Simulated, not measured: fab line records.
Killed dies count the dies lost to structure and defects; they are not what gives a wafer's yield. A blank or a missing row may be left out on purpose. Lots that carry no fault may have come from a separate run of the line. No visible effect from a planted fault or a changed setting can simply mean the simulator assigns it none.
The tool behind it: which one? | flow gf180mcu | Sampling: 12 lots, 36 wafers, 2 of 602 route steps

## WHAT THE GAUGES READ, wafer by wafer
GF_V5_BOW_MEAS_05. Usual: V5_BOW typically reads 132 um, with standard deviation 9.2.
lot  | measured     | on            | V5_BOW (um) | flag
L950 | day 26 11:37 | film metro-04 | 142 147 140 |
L952 | day 27 15:45 | film metro-02 | 109 120 121 |
L954 | day 28 01:02 | film metro-01 | 124 137 125 |
L955 | day 28 11:07 | film metro-02 | 127 144 142 |
L956 | day 29 05:06 | film metro-01 | 146 135 139 |
L958 | day 29 08:37 | film metro-04 | 130 129 123 |
L959 | day 29 15:06 | film metro-02 | 131 136 131 |
L961 | day 30 04:08 | film metro-01 | 128 136 125 |
L962 | day 30 08:59 | film metro-01 | 123 131 129 |
L963 | day 30 22:49 | film metro-02 | 130 133 142 |
L965 | day 31 04:47 | film metro-01 | 136 119 125 |
L966 | day 31 18:31 | film metro-04 | 117 128 118 |

## WHICH TOOL RAN EACH LOT (tool, then ch and the chambers of the sampled wafers, then the start)
lot  | GF_V5_CMP_04
L950 | cmp-02 ch 0,2,3, day 26 11:24
L952 | cmp-02 ch 0,2, day 27 15:29
L954 | cmp-01 ch 1,2, day 28 00:44
L955 | cmp-01 ch 1,2, day 28 10:46
L956 | cmp-02 ch 1,2, day 29 04:47
L958 | cmp-02 ch 0,2, day 29 08:21
L959 | cmp-02 ch 0,1,3, day 29 14:48
L961 | cmp-02 ch 0,2, day 30 03:49
L962 | cmp-02 ch 1,2, day 30 08:38
L963 | cmp-01 ch 0,2,3, day 30 22:36
L965 | cmp-02 ch 0,1,2, day 31 04:33
L966 | cmp-02 ch 1,2, day 31 18:12
- GF_V5_CMP_04: polishes SiO2.

## WHAT THE TOOLS THEMSELVES READ (means of the sampled wafers that have a number; where no wafer has one, the mark that the record gives instead)
GF_V5_CMP_04. Usual: motor current A 12.7 A, standard deviation 1.4.
lot  | tool   | motor current A (A) | flag
L950 | cmp-02 | 13.2                |
L952 | cmp-02 | 14.1                |
L954 | cmp-01 | 11.2                |
L955 | cmp-01 | 12.2                |
L956 | cmp-02 | 13.5                |
L958 | cmp-02 | 13.9                |
L959 | cmp-02 | 11.9                |
L961 | cmp-02 | 13.9                |
L962 | cmp-02 | 13.4                |
L963 | cmp-01 | 12.3                |
L965 | cmp-02 | 13.5                |
L966 | cmp-02 | 14.8                |

## THE ANSWER, worked out from the rows above alone
Rule: a lot is off if the mean of its wafers that have a number lies more than 3 standard deviations from the usual mean. Also off: a lot with no number at a reading for which 4 or more lots have one. All remaining lots with rows at the step are treated as sound. The gauges are gone through in route order, then the tools' own readings, and for those a lot's mean is taken as printed above. The first step at which some lot is off is used, and at that step the reading that is off furthest; a lot without a number counts as furthest.
Across all readings shown, no lot is off: no conclusion can be drawn from this.

## WHAT THE SIMULATOR HAD PUT IN
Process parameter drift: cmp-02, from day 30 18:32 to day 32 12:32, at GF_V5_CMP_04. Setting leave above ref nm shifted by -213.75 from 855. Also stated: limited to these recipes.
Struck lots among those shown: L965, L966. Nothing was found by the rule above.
